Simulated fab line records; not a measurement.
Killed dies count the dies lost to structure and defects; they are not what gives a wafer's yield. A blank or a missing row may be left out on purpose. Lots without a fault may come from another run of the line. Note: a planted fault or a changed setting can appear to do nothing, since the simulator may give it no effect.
A lot that was struck, set against a sound lot + flow sky130 + 18 out of 708 route steps
Sound: these wafers, L111.1, L111.4, L111.6. Struck: wafers L105.4, L105.5, L105.6. Last of all comes the cause.
For every step that has rows: the tool of each side, followed by ch and its chambers, followed by its first start. Under that, the readings that differ: sound wafers + struck wafers + difference of the means + sigmas: that difference in standard deviations of wafers without a fault.
alike: readings with means less than 2 such deviations apart, plus words and numbers identical on both sides. not compared: withheld readings, readings lacking a value on some wafer, bounds such as >300 that could conceal the same value, and numbers that have no deviation in the record and whose values overlap.
The two part at a step that has a row with sigmas, a row that says differs or no value, or rows on one side only. Non-overlapping numbers with no deviation appear without sigmas and do not part them. A reading missing from all wafers of one side parts the sides only when that side holds two or more wafers.

first, 3 steps without rows for these wafers: SKY_SONOS_ONO_WET_ETCH_18 (etches Si3N4 in H3PO4, target depth 15 nm, time 172 s); SKY_GATE_OXIDE_CLEAN_00 (cleans in SC1/SC2, time 150 s); SKY_GATE_OXIDE_OXIDATION_01 (stabilise 600 s, purge 300 s, target thk 10.268 nm).
SKY_GATE_OXIDE_THK_MEAS_02:
  sound on film metro-01 at day 17 03:03; struck on film metro-03 at day 15 08:35
  alike: GATE_OXIDE_OXIDATION_00_THK
then, 7 steps without rows for these wafers: SKY_GATE_OXIDE_DEHYDRATE_03 (time 60 s); SKY_GATE_OXIDE_HMDS_04 (prime time 60 s); SKY_GATE_OXIDE_COAT_05 (resist thk 1140 nm); SKY_GATE_OXIDE_SOFTBAKE_06 (time 60 s); SKY_GATE_OXIDE_EXPOSE_07 (exposes mask LVOM, target cd 600 nm); SKY_GATE_OXIDE_PEB_08; SKY_GATE_OXIDE_DEVELOP_09 (develop time 60 s).
SKY_GATE_OXIDE_OVL_MEAS_10:
  sound on overlay-01 at day 18 09:05; struck on overlay-01 at day 16 11:12
  alike: GATE_OXIDE_OVL
SKY_GATE_OXIDE_IMPLANT_11:
  sound on implanter-04 ch 0, day 18 09:07; struck on implanter-02 ch 0, day 16 11:18
| reading                   | sound                | struck               | difference | sigmas      |
|---------------------------|----------------------|----------------------|------------|-------------|
| beam energy keV           | 9.9965 9.9976 9.9994 | 8.4626 8.4638 8.4638 | -1.5344    | -99 or more |
| model.implant.rp nm (nm)  | 32.37 32.37 32.37    | 28.55 28.55 28.55    | -3.82      |             |
| model.implant.drp nm (nm) | 17.11 17.11 17.11    | 15.23 15.23 15.23    | -1.88      |             |
  alike: end station pressure torr, faraday current uA
then, 1 step without rows for these wafers: SKY_GATE_OXIDE_WET_ETCH_12 (etches SiO2 in dHF, target depth 16.8 nm, time 336 s).
SKY_GATE_OXIDE_STRIP_13: strips in O2/N2.
  sound on plasma asher-03 ch 0,1, day 18 09:22; struck on plasma asher-01 ch 0,1, day 16 11:31
  alike: drypump motor current A, oes product au, strip time to endpoint s
  not compared: rf hours counter h
SKY_GATE_OXIDE_TW_MEAS_14:
  sound on film metro-02 at day 18 09:28; struck on film metro-03 at day 16 11:36
| reading       | sound             | struck            | difference | sigmas |
|---------------|-------------------|-------------------|------------|--------|
| GATE_OXIDE_TW | 225.0 225.8 225.5 | 214.0 214.1 213.8 | -11.5      | -8     |
then, 1 step without rows for these wafers: SKY_GATE_OXIDE_CLEAN_15 (cleans in SC1/SC2, time 150 s).
-- record jumps: 31 days separate the struck wafers' starts on either side; left off in module GATE_OXIDE, taken up again in module PAD_OPEN, whose first shown step is the route's number 708 --
SKY_PAD_OPEN_PROBE_99:
  sound on prober-02 at day 48 22:34; struck on prober-02 at day 47 16:45
| reading                                   | sound                   | struck                  | difference | sigmas |
|-------------------------------------------|-------------------------|-------------------------|------------|--------|
| model.etest.pfet_01v8_lvt.drive ua um     | 172.8 173.1 172.2       | 169.1 170.6 170.8       | -2.5       |        |
| model.etest.pfet_01v8_lvt.off log10 a um  | -8.847 -8.972 -8.764    | -9.893 -9.723 -9.746    | -0.926     |        |
| model.etest.pfet_01v8_lvt.vt sat v (V)    | -0.4421 -0.4343 -0.4356 | -0.4916 -0.4914 -0.4931 | -0.0547    |        |
| model.etest.pfet_01v8_lvt.vt v (V)        | -0.5292 -0.52 -0.5244   | -0.5743 -0.5704 -0.5721 | -0.0477    |        |
| model.etest.pfet_01v8_lvt.vt long v (V)   | -0.6487 -0.6417 -0.6428 | -0.6863 -0.6851 -0.688  | -0.0421    |        |
| model.etest.pfet_01v8_lvt.body rise v (V) | -0.2054 -0.2053 -0.2059 | -0.1936 -0.1926 -0.1938 | +0.0122    |        |
| model.etest.pfet_01v8.body rise v (V)     | -0.1882 -0.1872 -0.1872 | -0.1901 -0.1899 -0.1915 | -0.0030    |        |
  alike: killed_at_M0_to_M3, killed_at_M4_up, killed at contacts, killed at front end, killed at other, killed dies, killed on rim, killed open, killed short
  not compared: model.etest.nfet_01v8_lvt.vt long v

WHERE THEY PART
At SKY_GATE_OXIDE_IMPLANT_11 first; at SKY_GATE_OXIDE_TW_MEAS_14 last (within this record only). Later steps at which nothing parts them and some readings are alike: SKY_PAD_OPEN_PROBE_99.

WHY: whatever the simulator had introduced
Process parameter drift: implanter-02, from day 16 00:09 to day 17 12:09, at SKY_GATE_OXIDE_IMPLANT_11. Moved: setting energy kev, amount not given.
